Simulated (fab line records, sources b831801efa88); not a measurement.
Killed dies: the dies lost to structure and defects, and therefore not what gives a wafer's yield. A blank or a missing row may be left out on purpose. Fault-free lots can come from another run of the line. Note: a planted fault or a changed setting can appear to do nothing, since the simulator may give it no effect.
Split-lot study    flow sfq line    5 lots, 23 wafers read, on a route of 325 steps

== ABOUT THE SPLIT ==
At SFQ_TRILAYER_I6_VIA_LITHO_COAT_174 (resist thk 62 nm), the setting spin rpm was moved away from the recipe's 3000 rpm on 7 of the 23 wafers read, by -4.7% to -2.1%. This setting was run at the recipe's value on the other wafers.

The split's own step is where the reading is taken.

== THE READING ==
BARC_of_TRILAYER_I6_VIA_LITHO_COAT_174.thk nm (the simulator's own value, which no gauge read), in nm, at SFQ_TRILAYER_I6_VIA_LITHO_COAT_174 (resist thk 62 nm). The file does not state a usual value for it. Here, 16 wafers ran the recipe; their average is 61.96 nm with a standard deviation of 0.11 nm.

wafer   tool, chamber at the split  spin rpm as run, rpm  against the recipe  BARC_of_TRILAYER_I6_VIA_LITHO_COAT_174.thk nm, nm  against lot-mates on the recipe
L074.1  litho track-01, 0           3000                  recipe              62.08                                              -
L074.2  litho track-01, 0           3000                  recipe              62.01                                              -
L074.4  litho track-01, 0           3000                  recipe              61.98                                              -
L074.5  litho track-01, 0           3000                  recipe              62.06                                              -
L074.6  litho track-01, 0           3000                  recipe              62.2                                               -
L075.1  litho track-04, 0           3000                  recipe              61.92                                              -
L075.3  litho track-04, 0           3000                  recipe              62.05                                              -
L075.5  litho track-04, 0           3000                  recipe              61.84                                              -
L077.2  litho track-01, 0           3000                  recipe              62.04                                              -
L077.3  litho track-01, 0           2858                  -4.7%               63.57                                              +1.58
L077.4  litho track-01, 0           3000                  recipe              62.03                                              -
L077.5  litho track-01, 0           2858                  -4.7%               63.43                                              +1.44
L077.6  litho track-01, 0           3000                  recipe              61.9                                               -
L078.2  litho track-04, 0           3000                  recipe              61.83                                              -
L078.3  litho track-04, 0           2905                  -3.2%               62.84                                              +0.98
L078.4  litho track-04, 0           2905                  -3.2%               62.97                                              +1.11
L078.5  litho track-04, 0           2905                  -3.2%               62.71                                              +0.85
L078.6  litho track-04, 0           3000                  recipe              61.9                                               -
L082.1  litho track-02, 0           2938                  -2.1%               62.67                                              +0.82
L082.2  litho track-02, 0           2938                  -2.1%               62.57                                              +0.72
L082.3  litho track-02, 0           3000                  recipe              61.81                                              -
L082.4  litho track-02, 0           3000                  recipe              61.77                                              -
L082.6  litho track-02, 0           3000                  recipe              61.97                                              -

FIT RESULTS
A straight line over all 23 wafers: BARC_of_TRILAYER_I6_VIA_LITHO_COAT_174.thk nm changes by -0.308 nm for each +1% of spin rpm; r = -0.98; the points scatter about the line by 0.12 nm.
The same after taking each lot's own level away (the mean of its wafers on the recipe; 23 wafers): -0.319 nm for each +1%; r = -0.99; scatter 0.089 nm.
On that fit, the largest move of spin rpm shifts the reading by 1.5 nm.
The span of the lots' own levels, 61.850 to 62.066 nm, comes to 1.9 times the standard deviation stated above.
The two slopes agree, so the slope changes little with the lot-to-lot level.
Check: with one of the wafers moved furthest among these (-4.7%) left out of the fit, the line predicts +1.49 nm for it against its lot-mates. It came out at +1.58 nm against them.

== FURTHER SPLITS ON THESE WAFERS ==
Note: prior to the reading, these wafers also went through further splits. Each is held against what the fit with the lots' levels taken away leaves over:
other split on the same wafers                   wafers away from the commonest value  r with BARC_of_TRILAYER_I6_VIA_LITHO_COAT_174.thk nm (lot level and that fit taken away)
SFQ_TRILAYER_JJ_CE_LITHO_EXPOSE_115 dose mj      10                                    +0.05
SFQ_TRILAYER_M5_LITHO_COAT_128 spin rpm          10                                    -0.16
SFQ_TRILAYER_R5_DEP_SPUTTER_132 time s           8                                     +0.00
SFQ_TRILAYER_R5_LITHO_COAT_141 spin rpm          5                                     +0.13
SFQ_TRILAYER_I5_LITHO_COAT_149 resist thk nm     7                                     -0.02
SFQ_TRILAYER_C5_LITHO_EXPOSE_152 dose mj         9                                     -0.54
SFQ_TRILAYER_M6_DEP_SPUTTER_157 power w          6                                     -0.24
SFQ_TRILAYER_M6_BARC_OPEN_METAL_ETCH_206 bias w  9                                     -0.15
SFQ_TRILAYER_I6_CMP_CMP_166 leave above ref nm   5                                     +0.20

== THE FILE'S OWN FIT ==
BARC_of_TRILAYER_I6_VIA_LITHO_COAT_174.thk nm changes by -0.322 nm for each +1% of spin rpm, r = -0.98.
